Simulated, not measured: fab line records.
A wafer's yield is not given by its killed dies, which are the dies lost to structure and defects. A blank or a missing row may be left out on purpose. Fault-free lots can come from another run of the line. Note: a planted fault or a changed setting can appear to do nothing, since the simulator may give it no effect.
Split-lot experiment | flow sfq line | 23 wafers read across 5 lots, on a route 325 steps long

== THE SPLIT ITSELF ==
At SFQ_TRILAYER_L0_LITHO_COAT_005 (resist thk 600 nm), the setting resist thk nm was moved away from the recipe's 600 nm on 9 of the 23 wafers read, by -4.6% to +3.2%. This setting was run at the recipe's value on the other wafers.

== FROM THE SPLIT TO THE READING: what the file shows between them, 5 steps ==
- SFQ_TRILAYER_L0_LITHO_SOFTBAKE_009
- SFQ_TRILAYER_L0_LITHO_EXPOSE_006: exposes mask L0, target cd 2000 nm
- SFQ_TRILAYER_L0_LITHO_PEB_008: peb time 60 s
- SFQ_TRILAYER_L0_LITHO_DEVELOP_007: time 60 s
- SFQ_TRILAYER_L0_BARC_OPEN_METAL_ETCH_010: etches BARC in O2, target depth 125 nm, time 41.7 s

== THE READING ==
KrF_of_TRILAYER_L0_LITHO_COAT_005.thk nm (the simulator's own value, which no gauge read), in nm, at SFQ_TRILAYER_L0_ETCH_METAL_ETCH_008 (etches MoNx KI in SF6/O2, stops on SiO2, target depth 50 nm, time 25 s). No usual value for it is given in the file. Across the 14 wafers here that went through the recipe, the average is 481.0 nm and the standard deviation 2.5 nm.

wafer  | tool, chamber at the split | resist thk nm as run, nm | against the recipe | KrF_of_TRILAYER_L0_LITHO_COAT_005.thk nm, nm | against lot-mates on the recipe
L077.1 | litho track-02, 0          | 619.5                    | +3.2%              | 499                                          | +17.6
L077.2 | litho track-02, 0          | 619.5                    | +3.2%              | 499.9                                        | +18.5
L077.3 | litho track-02, 0          | 619.5                    | +3.2%              | 496.9                                        | +15.5
L077.4 | litho track-02, 0          | 600                      | recipe             | 481.3                                        | -
L077.6 | litho track-02, 0          | 600                      | recipe             | 481.4                                        | -
L078.1 | litho track-02, 0          | 600                      | recipe             | 483                                          | -
L078.2 | litho track-02, 0          | 575.3                    | -4.1%              | 456.8                                        | -24.9
L078.3 | litho track-02, 0          | 575.3                    | -4.1%              | 459.4                                        | -22.3
L078.5 | litho track-02, 0          | 575.3                    | -4.1%              | 457.2                                        | -24.5
L078.6 | litho track-02, 0          | 600                      | recipe             | 480.4                                        | -
L079.1 | litho track-01, 0          | 572.2                    | -4.6%              | 453                                          | -23.9
L079.2 | litho track-01, 0          | 600                      | recipe             | 477.4                                        | -
L079.3 | litho track-01, 0          | 572.2                    | -4.6%              | 449.2                                        | -27.7
L079.4 | litho track-01, 0          | 572.2                    | -4.6%              | 453.1                                        | -23.8
L079.6 | litho track-01, 0          | 600                      | recipe             | 476.3                                        | -
L082.1 | litho track-02, 0          | 600                      | recipe             | 477.9                                        | -
L082.3 | litho track-02, 0          | 600                      | recipe             | 483                                          | -
L082.4 | litho track-02, 0          | 600                      | recipe             | 478.9                                        | -
L082.5 | litho track-02, 0          | 600                      | recipe             | 480.4                                        | -
L082.6 | litho track-02, 0          | 600                      | recipe             | 484.9                                        | -
L084.1 | litho track-01, 0          | 600                      | recipe             | 482.5                                        | -
L084.4 | litho track-01, 0          | 600                      | recipe             | 483.3                                        | -
L084.5 | litho track-01, 0          | 600                      | recipe             | 482.9                                        | -

THE FIT
A straight line over all 23 wafers: KrF_of_TRILAYER_L0_LITHO_COAT_005.thk nm changes by +5.84 nm for each +1% of resist thk nm; r = +0.99; the points scatter about the line by 2.4 nm.
The same after taking each lot's own level away (the mean of its wafers on the recipe; 23 wafers): +5.51 nm for each +1%; r = +0.99; scatter 1.7 nm.
That fit puts the effect of the largest move of resist thk nm on the reading at 26 nm.
Across the lots, their own levels run from 476.85 to 482.90 nm, a range of 2.5 times the standard deviation given above.
Hence the lot-to-lot level has little effect on the slope; both slopes agree.
Check: for one of the wafers moved furthest among these (-4.6%), held out of the fit, the line's prediction against its lot-mates is -26 nm. It came out at -23.9 nm against them.

== THE OTHER SPLITS THESE WAFERS WENT THROUGH ==
Before the reading, these wafers also passed through other splits. Each is held against what the fit with the lots' levels taken away leaves over:
other split on the same wafers                | wafers away from the commonest value | r with KrF_of_TRILAYER_L0_LITHO_COAT_005.thk nm (lot level and that fit taken away)
SFQ_TRILAYER_INCOMING_OXIDATION_002 ox time s | 15                                   | -0.12

== THE WHOLE CHAIN: every reading that the file lists as answering this split, in the file's order ==
step                                     | what it does                                                           | reading                                                                                   | change (the file's fit)              | r (the file's)
SFQ_TRILAYER_L0_LITHO_COAT_005           | resist thk 600 nm                                                      | KrF_of_TRILAYER_L0_LITHO_COAT_005.thk nm (the simulator's own value, which no gauge read) | +5.8 nm for each +1% of the setting  | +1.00
SFQ_TRILAYER_L0_BARC_OPEN_METAL_ETCH_010 | etches BARC in O2, target depth 125 nm, time 41.7 s                    | KrF_of_TRILAYER_L0_LITHO_COAT_005.thk nm (the simulator's own value, which no gauge read) | +5.86 nm for each +1% of the setting | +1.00
SFQ_TRILAYER_L0_ETCH_METAL_ETCH_008      | etches MoNx KI in SF6/O2, stops on SiO2, target depth 50 nm, time 25 s | KrF_of_TRILAYER_L0_LITHO_COAT_005.thk nm (the simulator's own value, which no gauge read) | +5.52 nm for each +1% of the setting | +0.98

== THE FILE'S OWN FIT ==
KrF_of_TRILAYER_L0_LITHO_COAT_005.thk nm changes by +5.52 nm for each +1% of resist thk nm, r = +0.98.
